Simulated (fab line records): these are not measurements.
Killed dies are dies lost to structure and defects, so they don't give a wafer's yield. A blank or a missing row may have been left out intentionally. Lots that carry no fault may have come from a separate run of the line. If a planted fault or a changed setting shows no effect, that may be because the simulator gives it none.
Comparing a struck lot with a sound one + flow gf180mcu + 16 steps out of a route of 602
Sound: these wafers, L792.2, L792.4, L792.5. Struck: wafer L797.2 (L797.1, L797.6, from the same lot, were not struck and are left out); the cause is given at the end.
For every step that has rows: the tool of each side, followed by ch and its chambers, followed by its first start. Under that, the readings that differ: sound wafers + struck wafers + difference of the means + sigmas: that difference in standard deviations of wafers without a fault.
alike: words and numbers the same on both sides, and readings whose means are apart by under 2 such deviations; not compared: readings that were withheld, readings missing a value for some wafer, numbers with overlapping values and no deviation given by the record, and bounds like >300 which may hide the same value.
A row with sigmas, a row that says differs or no value, or rows on one side alone: a step with any of these is where the two part. Numbers that don't overlap but have no deviation are shown without sigmas and don't part them. A reading that every wafer of one side lacks parts them only if that side has two wafers or more.

GF_V3_BOW_MEAS_05:
  sound on film_metro-04 at day 24 17:23; struck on film_metro-03 at day 26 10:20
  alike: V3_BOW
then, 8 steps without rows for these wafers: GF_V3_DEHYDRATE_06 (time 60 s); GF_V3_HMDS_07 (prime time 60 s); GF_V3_COAT_08; GF_V3_COAT_09 (resist thk 1000 nm); GF_V3_SOFTBAKE_10 (time 60 s); GF_V3_EXPOSE_11 (exposes mask Via3, target cd 260 nm); GF_V3_PEB_12 (peb time 90 s); GF_V3_DEVELOP_13 (develop time 60 s).
GF_V3_CD_MEAS_14: the cd target is 260 nm.
  sound on cd_sem-01 at day 25 15:02; struck on cd_sem-01 at day 27 06:19
| reading    | sound             | struck | difference | sigmas |
|------------|-------------------|--------|------------|--------|
| cd_nm (nm) | 259.7 258.2 259.4 | 261.1  | +2.0       | +2     |
GF_V3_OVL_MEAS_15:
  sound on overlay-01 at day 25 15:08; struck on overlay-01 at day 27 06:26
  alike: V3_OVL
GF_V3_ETCH_16: etches BARC in N2/H2.
  sound on rie_diel-04 ch 1,2, day 25 15:10; struck on rie_diel-04 ch 1, day 27 06:28
  alike: bias_w, drypump_motor_current_A, oes_product_au, throttle_valve_pct
GF_V3_ETCH_17: etches SiO2 in C4F8/O2/Ar, stops on TiN, target depth 635 nm.
  sound on rie_diel-04 ch 1,2, day 25 15:00; struck on rie_diel-04 ch 1, day 27 06:00
| reading                                | sound             | struck | difference | sigmas |
|----------------------------------------|-------------------|--------|------------|--------|
| bias_w (W)                             | 1196 1198 1198    | 1420   | +223       | +60    |
| model.TiN_of_M3_SPUTTER_04.thk_nm (nm) | 51.56 51.97 51.96 | 49.55  | -2.28      |        |
  alike: oes_product_au
GF_V3_STRIP_18: strips in O2/N2.
  sound on plasma_asher-03 ch 0,1, day 25 15:18; struck on plasma_asher-03 ch 0, day 27 06:36
  alike: drypump_motor_current_A, heater_power_w, oes_product_au
  not compared: rf_hours_counter_h
GF_V3_STRIP_19: strips in post etch residue remover, time 1200 s.
  sound on wet_bench-03 ch 3, day 25 15:24; struck on wet_bench-03 ch 2, day 27 06:42
| reading                                | sound             | struck | difference | sigmas |
|----------------------------------------|-------------------|--------|------------|--------|
| model.TiN_of_M3_SPUTTER_04.thk_nm (nm) | 51.14 51.55 51.54 | 49.13  | -2.28      |        |
then, 1 step without rows for these wafers: GF_V3_CLEAN_20 (cleans in DIW).

## WHERE THEY PART
At GF_V3_CD_MEAS_14 first; at GF_V3_ETCH_17 last (within this record only). Later steps at which nothing parts them and some readings are alike: GF_V3_STRIP_18.

WHY: the cause the simulator had injected
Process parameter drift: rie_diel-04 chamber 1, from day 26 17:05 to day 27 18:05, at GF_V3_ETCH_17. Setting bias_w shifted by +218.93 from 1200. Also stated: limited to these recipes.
